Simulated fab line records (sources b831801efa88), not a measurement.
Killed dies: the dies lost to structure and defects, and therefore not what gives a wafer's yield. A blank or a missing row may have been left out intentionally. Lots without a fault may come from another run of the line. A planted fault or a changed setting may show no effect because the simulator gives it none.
Which tool is to blame?    flow gf180mcu    12 lots, 36 wafers sampled, at 6 steps of a route of 602

== WHAT THE GAUGES SHOWED, per wafer ==
GF_SALICIDE_RS_MEAS_04: uses a four-point probe to measure. Usual: SALICIDE_TIN_RS typically reads 16.3 ohm/sq, with standard deviation 0.37.
lot   measured      on             SALICIDE_TIN_RS (ohm/sq)  flag
L762  day 15 02:27  film metro-02  16.5 15.8 16.5            
L766  day 16 20:49  film metro-04  16.8 16.7 16.6            
L767  day 16 21:07  film metro-02  15.9 15.8 16.0            
L768  day 17 16:11  film metro-02  16.2 16.2 16.6            
L769  day 17 17:29  film metro-03  16.4 16.1 16.6            
L771  day 18 12:21  film metro-04  16.2 16.6 16.1            
L777  day 20 19:38  film metro-04  17.5 17.4 16.8            
L779  day 21 11:13  film metro-02  16.1 16.1 16.1            
L781  day 22 05:19  film metro-02  16.8 16.6 16.8            
L783  day 22 15:46  film metro-04  16.6 16.4 16.5            
L784  day 22 22:31  film metro-04  16.4 16.4 16.1            
L785  day 23 07:59  film metro-02  16.9 17.3 17.0            

GF_SALICIDE_THK_MEAS_05: measures by xrf. Usual: SALICIDE_TIN_THK typically reads 19.83 nm, with standard deviation 0.24.
lot   measured      on             SALICIDE_TIN_THK (nm)  flag
L762  day 15 02:34  film metro-02  19.42 20.06 19.63      
L766  day 16 20:56  film metro-04  19.60 19.82 19.79      
L767  day 16 21:14  film metro-02  19.97 19.67 19.81      
L768  day 17 16:18  film metro-02  19.75 19.74 19.60      
L769  day 17 17:36  film metro-03  19.83 19.83 19.89      
L771  day 18 12:28  film metro-04  19.95 20.38 19.95      
L777  day 20 19:44  film metro-04  17.39 17.49 19.72      OFF
L779  day 21 11:20  film metro-02  19.79 20.19 20.07      
L781  day 22 05:26  film metro-02  19.68 19.89 19.63      
L783  day 22 15:53  film metro-04  19.82 19.82 20.14      
L784  day 22 22:38  film metro-04  19.91 20.14 20.16      
L785  day 23 08:06  film metro-02  19.65 19.42 19.47      

GF_V1_THK_MEAS_01. Usual: V1_CVD_00_THK typically reads 599 nm, with standard deviation 8.4.
lot   measured      on             V1_CVD_00_THK (nm)  flag
L762  day 17 01:02  film metro-01  591 585 589         
L766  day 18 22:32  film metro-03  602 616 620         
L767  day 18 23:29  film metro-03  612 603 597         
L768  day 19 19:51  film metro-02  605 606 595         
L769  day 19 21:28  film metro-02  612 609 606         
L771  day 20 16:35  film metro-01  598 599 605         
L777  day 22 22:06  film metro-02  592 593 591         
L779  day 23 12:36  film metro-01  592 596 591         
L781  day 24 06:05  film metro-02  609 594 596         
L783  day 24 16:16  film metro-01  602 592 595         
L784  day 24 22:29  film metro-03  583 589 597         
L785  day 25 08:08  film metro-03  599 591 591         

== EACH LOT AND THE TOOL THAT RAN IT (in order: tool; ch and the chambers of the sampled wafers; start) ==
lot   GF_HV_LDD_STRIP_10                    GF_PSD_RTA_13                     GF_SALICIDE_SPUTTER_03
L762  plasma asher-02 ch 0,1, day 10 01:26  rtp anneal-01 ch 0, day 14 04:52  pvd sputter-04, day 15 02:26
L766  plasma asher-02 ch 0,1, day 11 10:14  rtp anneal-02 ch 0, day 15 21:40  pvd sputter-01, day 16 20:47
L767  plasma asher-03 ch 0,1, day 11 10:38  rtp anneal-01 ch 0, day 15 21:58  pvd sputter-04, day 16 21:05
L768  plasma asher-03 ch 0,1, day 12 02:26  rtp anneal-02 ch 0, day 16 16:38  pvd sputter-04, day 17 16:08
L769  plasma asher-02 ch 0,1, day 12 02:40  rtp anneal-01 ch 0, day 16 18:05  pvd sputter-01, day 17 17:27
L771  plasma asher-03 ch 0,1, day 12 21:23  rtp anneal-02 ch 0, day 17 12:44  pvd sputter-03, day 18 12:20
L777  plasma asher-02 ch 0,1, day 14 17:22  rtp anneal-01 ch 0, day 19 18:05  pvd sputter-03, day 20 19:34
L779  plasma asher-01 ch 0,1, day 15 06:41  rtp anneal-02 ch 0, day 20 10:40  pvd sputter-01, day 21 11:11
L781  plasma asher-03 ch 0,1, day 16 01:34  rtp anneal-02 ch 0, day 21 04:28  pvd sputter-04, day 22 05:17
L783  plasma asher-03 ch 0,1, day 16 12:13  rtp anneal-01 ch 0, day 21 15:31  pvd sputter-04, day 22 15:44
L784  plasma asher-02 ch 0,1, day 16 17:52  rtp anneal-02 ch 0, day 21 22:17  pvd sputter-04, day 22 22:29
L785  plasma asher-03 ch 0, day 17 04:46    rtp anneal-01 ch 0, day 22 08:20  pvd sputter-04, day 23 07:56
- GF_HV_LDD_STRIP_10: strips in O2/N2.
- GF_PSD_RTA_13: time 20 s.
- GF_SALICIDE_SPUTTER_03: material TiN, target thk 20 nm, time 16.7 s.

== AS READ BY THE TOOLS THEMSELVES (means over the sampled wafers that have a number; for cases with no such wafer, the mark the record gives instead) ==
GF_HV_LDD_STRIP_10. Usual: drypump motor current A 5.92 A, standard deviation 0.26; heater power w 301 W, standard deviation 23; o2 flow sccm 3000 sccm, standard deviation 8.2; oes product au 0.715 a.u., standard deviation 0.0044; strip time to endpoint s 12.64 s, standard deviation 0.039.
lot   tool             drypump motor current A (A)  heater power w (W)  o2 flow sccm (sccm)  oes product au (a.u.)  strip time to endpoint s (s)  flag
L762  plasma asher-02  5.71                         296                 2996                 0.716                  12.57                         
L766  plasma asher-02  5.93                         285                 3002                 0.715                  12.66                         
L767  plasma asher-03  5.99                         292                 3000                 0.711                  12.58                         
L768  plasma asher-03  5.99                         292                 3001                 0.716                  12.58                         
L769  plasma asher-02  5.90                         286                 2994                 0.713                  12.66                         
L771  plasma asher-03  5.97                         304                 2993                 0.713                  12.61                         
L777  plasma asher-02  5.93                         284                 3003                 0.720                  12.64                         
L779  plasma asher-01  5.81                         332                 2997                 0.716                  12.68                         
L781  plasma asher-03  5.99                         294                 3004                 0.713                  12.67                         
L783  plasma asher-03  5.99                         294                 3003                 0.719                  12.65                         
L784  plasma asher-02  5.92                         281                 2992                 0.714                  12.62                         
L785  plasma asher-03  5.95                         309                 3002                 0.713                  12.59                         

GF_PSD_RTA_13. Usual: lamp power pct 37.6 %, standard deviation 1.1; wafer_temp_C_max 1029.4, standard deviation 1.1.
lot   tool           lamp power pct (%)  wafer_temp_C_max  flag
L762  rtp anneal-01  36.4                1028.4            
L766  rtp anneal-02  38.7                1031.2            
L767  rtp anneal-01  36.4                1028.9            
L768  rtp anneal-02  38.7                1030.4            
L769  rtp anneal-01  36.5                1029.3            
L771  rtp anneal-02  38.7                1029.3            
L777  rtp anneal-01  36.4                1029.7            
L779  rtp anneal-02  38.7                1029.9            
L781  rtp anneal-02  38.7                1030.8            
L783  rtp anneal-01  36.5                1030.3            
L784  rtp anneal-02  38.7                1028.9            
L785  rtp anneal-01  36.4                1028.4            

GF_SALICIDE_SPUTTER_03. Usual: cathode dc power W 6499.7 W, standard deviation 1.1; throttle valve pct 29.7 %, standard deviation 0.78.
lot   tool            cathode dc power W (W)  throttle valve pct (%)  flag
L762  pvd sputter-04  6499.7                  29.2                    
L766  pvd sputter-01  6499.6                  29.6                    
L767  pvd sputter-04  6499.9                  29.3                    
L768  pvd sputter-04  6499.4                  29.3                    
L769  pvd sputter-01  6498.9                  29.1                    
L771  pvd sputter-03  6499.8                  30.9                    
L777  pvd sputter-03  5995.0                  31.0                    OFF
L779  pvd sputter-01  6500.5                  28.6                    
L781  pvd sputter-04  6499.8                  29.3                    
L783  pvd sputter-04  6498.9                  29.7                    
L784  pvd sputter-04  6498.6                  29.3                    
L785  pvd sputter-04  6499.6                  29.5                    

== THE ANSWER, worked out from the rows above alone ==
Rule: a lot counts as off when the mean over its wafers that have a number is more than 3 standard deviations away from the usual mean. A lot without any number at a reading at which 4 lots or more have one is off too. Where the step has rows for the other lots, those lots are counted as sound. First the gauges in route order, then the tools' own readings, where a lot's mean is used as printed above. The first step at which some lot is off is used, and at that step the reading that is off furthest; a lot without a number counts as furthest.
Off: L777, at GF_SALICIDE_THK_MEAS_05 (SALICIDE_TIN_THK).
If a tool, at a process step before that reading, ran all the lots that are off and no sound lot after the first of them, it fits. The gauges at GF_SALICIDE_THK_MEAS_05 aren't tried: what is off there is off at GF_SALICIDE_SPUTTER_03 too, on other tools, and a gauge's error can't cause that. One candidate fits, namely pvd sputter-03 at GF_SALICIDE_SPUTTER_03. A fault onset in the window from L771 (day 18 12:20, its last sound lot) to L777 (day 20 19:34, its first lot off) fits.
The tool's own readings at GF_SALICIDE_SPUTTER_03 bear it out: on the lots that are off they differ by more than 5 times the standard deviation of the sound lots' means. cathode dc power W reads 5995.0 W there against 6499.5 W on the sound lots.

== WHAT HAD BEEN PUT IN BY THE SIMULATOR ==
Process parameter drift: pvd sputter-03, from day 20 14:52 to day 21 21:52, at GF_SALICIDE_SPUTTER_03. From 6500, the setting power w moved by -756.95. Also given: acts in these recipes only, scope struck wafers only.
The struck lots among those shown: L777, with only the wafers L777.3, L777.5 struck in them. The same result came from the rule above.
